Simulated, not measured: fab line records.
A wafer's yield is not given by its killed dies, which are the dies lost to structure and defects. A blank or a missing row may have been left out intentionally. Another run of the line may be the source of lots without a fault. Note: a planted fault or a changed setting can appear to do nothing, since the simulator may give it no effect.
Which of the tools did it? -- flow gf180mcu -- Sampling: 7 lots, 21 wafers, 2 of 602 route steps

## WHAT THE GAUGES READ, wafer by wafer
GF_MVSD_TW_MEAS_11.
lot,measured,on,MVSD_TW
L406,day 4 16:58,film-metro-02,1574 1586 1586
L409,day 5 11:15,film-metro-03,1536 1530 1531
L411,day 5 20:09,film-metro-02,1592 1597 1593
L419,day 7 18:01,film-metro-01,1601 1594 1602
L422,day 8 12:55,film-metro-01,1579 1588 1582
L424,day 9 01:35,film-metro-03,1600 1603 1598
L427,day 9 18:52,film-metro-01,1582 1587 1583

## WHICH TOOL RAN EACH LOT (tool, then ch and the chambers of the sampled wafers, then the start)
lot,GF_MVSD_IMPLANT_09
L406,"implanter-02 ch 0, day 4 16:43"
L409,"implanter-02, day 5 11:00"
L411,"implanter-02 ch 0, day 5 19:54"
L419,"implanter-02 ch 0, day 7 17:46"
L422,"implanter-03 ch 0, day 8 12:41"
L424,"implanter-02 ch 0, day 9 01:22"
L427,"implanter-03 ch 0, day 9 18:38"
- GF_MVSD_IMPLANT_09

## THE ANSWER, worked out from the rows above alone
Rule: the usual values come from the lots themselves. Put in order of their means at a reading, lots are off if they are a third of the lots or fewer, leave a main group of 4 or more, and stand apart from it by a gap of 3 or more times the standard deviation of the main group's means; of several such gaps the widest counts. If all means in a main group match to the digits the tables above print for the reading, that group is not used. A lot without any number at a reading at which 4 lots or more have one is off too. All remaining lots with rows at the step are treated as sound.
Off: L409, at GF_MVSD_TW_MEAS_11 (MVSD_TW). Mean 1590 and standard deviation 7.7 in the main group.
If a tool, at a process step before that reading, ran all the lots that are off and no sound lot after the first of them, it fits. The gauges at GF_MVSD_TW_MEAS_11 are tried like those tools. None of those tried fits.

## WHAT THE SIMULATOR PUT IN
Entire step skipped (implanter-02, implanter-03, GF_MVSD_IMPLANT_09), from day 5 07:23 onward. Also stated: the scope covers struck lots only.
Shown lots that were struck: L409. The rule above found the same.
